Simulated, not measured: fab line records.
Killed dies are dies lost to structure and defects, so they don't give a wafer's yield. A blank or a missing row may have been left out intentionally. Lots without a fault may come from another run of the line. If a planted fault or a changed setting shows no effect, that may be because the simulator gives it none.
Which of the tools did it?	flow gf180mcu	12 lots with 36 wafers sampled at 2 steps, on a route of 602 steps

## WHAT THE GAUGES SHOWED, per wafer
GF_V5_THK_MEAS_01.
lot	measured	on	V5_CVD_00_THK (nm)
L075	day 27 03:40	filmMetro-04	298 297 300
L077	day 27 13:38	filmMetro-04	301 302 302
L079	day 28 01:10	filmMetro-04	300 298 298
L081	day 28 18:31	filmMetro-04	297 299 301
L082	day 29 09:49	filmMetro-04	302 297 303
L085	day 29 21:19	filmMetro-02	295 301 301
L087	day 30 12:47	filmMetro-04	303 299 301
L089	day 31 01:49	filmMetro-03	301 298 293
L091	day 31 14:10	filmMetro-04	301 299 301
L093	day 32 04:50	filmMetro-02	299 301 301
L095	day 32 14:58	filmMetro-04	293 304 300
L097	day 32 18:22	filmMetro-04	301 304 299

## EACH LOT AND THE TOOL THAT RAN IT (in order: tool; ch and the chambers of the sampled wafers; start)
lot	GF_M2_SPUTTER_02
L075	pvdSputter-03, day 19 04:49
L077	pvdSputter-03, day 19 15:48
L079	pvdSputter-02, day 20 06:14
L081	pvdSputter-02, day 21 02:01
L082	pvdSputter-03, day 21 22:38
L085	pvdSputter-01, day 22 11:26
L087	pvdSputter-02, day 23 08:37
L089	pvdSputter-02, day 23 21:29
L091	pvdSputter-01, day 24 14:44
L093	pvdSputter-02, day 25 10:28
L095	pvdSputter-02, day 25 20:11
L097	pvdSputter-02, day 26 03:21
- GF_M2_SPUTTER_02: material AlCu, target thk 450 nm, time 23.9 s.

## THE ANSWER, worked out from the rows above alone
Rule: usual is defined by the lots themselves. The widest of any qualifying gaps counts: lots, ordered by their means at a reading, are off when they make up no more than a third of the lots, leave a main group of 4 or more, and stand apart from it by 3 or more times the standard deviation of that group's means. The tables above print the reading to a certain number of digits; a main group whose means all agree to those digits is not used. Also off: a lot with no number at a reading for which 4 or more lots have one. Any other lot the step has rows for is counted as sound.
No lot is off at any reading shown: from this, nothing can be told.

## WHAT HAD BEEN PUT IN BY THE SIMULATOR
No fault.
